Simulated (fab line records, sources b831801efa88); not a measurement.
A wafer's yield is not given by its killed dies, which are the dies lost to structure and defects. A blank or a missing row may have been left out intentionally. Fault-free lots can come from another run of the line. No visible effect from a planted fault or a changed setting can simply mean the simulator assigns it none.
One fault seen from 2 desks -- flow sky130 -- numbers are kept per desk, each desk with only its own; the story behind them comes last

## METROLOGY DESK
What the gauges read for every lot (on any tool): the sampled wafers with a number, averaged. If a lot's mean is further than 4 standard deviations from the usual mean, the lot is out of limits and carries the mark OUT (the distance appears in the brackets).
Columns: A = VIA3_W_RS at SKY_VIA3_RS_MEAS_22, usual 0.290 ohm/sq; B = VIA3_W_THK at SKY_VIA3_THK_MEAS_23, usual 390 nm
lot,first seen here,A,B
L362,day 40 14:50,0.294,383
L365,day 40 23:23,0.294,383
L371,day 42 21:17,0.294,390
L378,day 45 00:47,0.289,395
L380,day 45 08:20,0.294,389
This desk's finding: nothing out of limits on any of the 5 lots.

## AT THE TOOL OWNER'S DESK: pvd-sputter-04
The tool's own readings at SKY_METAL4_SPUTTER_01 (material TiN, target thk 20 nm, time 16.7 s): means of the sampled wafers that have a number, for each lot that ran on this tool. If a lot's mean is further than 4 standard deviations from the usual mean, the lot is out of limits and carries the mark OUT (the distance appears in the brackets).
Columns: A = cathode-dc-power-W at SKY_METAL4_SPUTTER_01, usual 6499.9 W; B = throttle-valve-pct at SKY_METAL4_SPUTTER_01, usual 30.6 %
lot,first seen here,A,B
L362,day 40 15:20,6499.9,30.0
L371,day 42 21:46,6499.5,30.1
This desk's finding: nothing out of limits on any of the 2 lots.

## BROUGHT TOGETHER
At the metrology desk, nothing out of limits was observed.
The desk of the tool owner found nothing out of limits.

## WHAT WAS PUT IN BY THE SIMULATOR
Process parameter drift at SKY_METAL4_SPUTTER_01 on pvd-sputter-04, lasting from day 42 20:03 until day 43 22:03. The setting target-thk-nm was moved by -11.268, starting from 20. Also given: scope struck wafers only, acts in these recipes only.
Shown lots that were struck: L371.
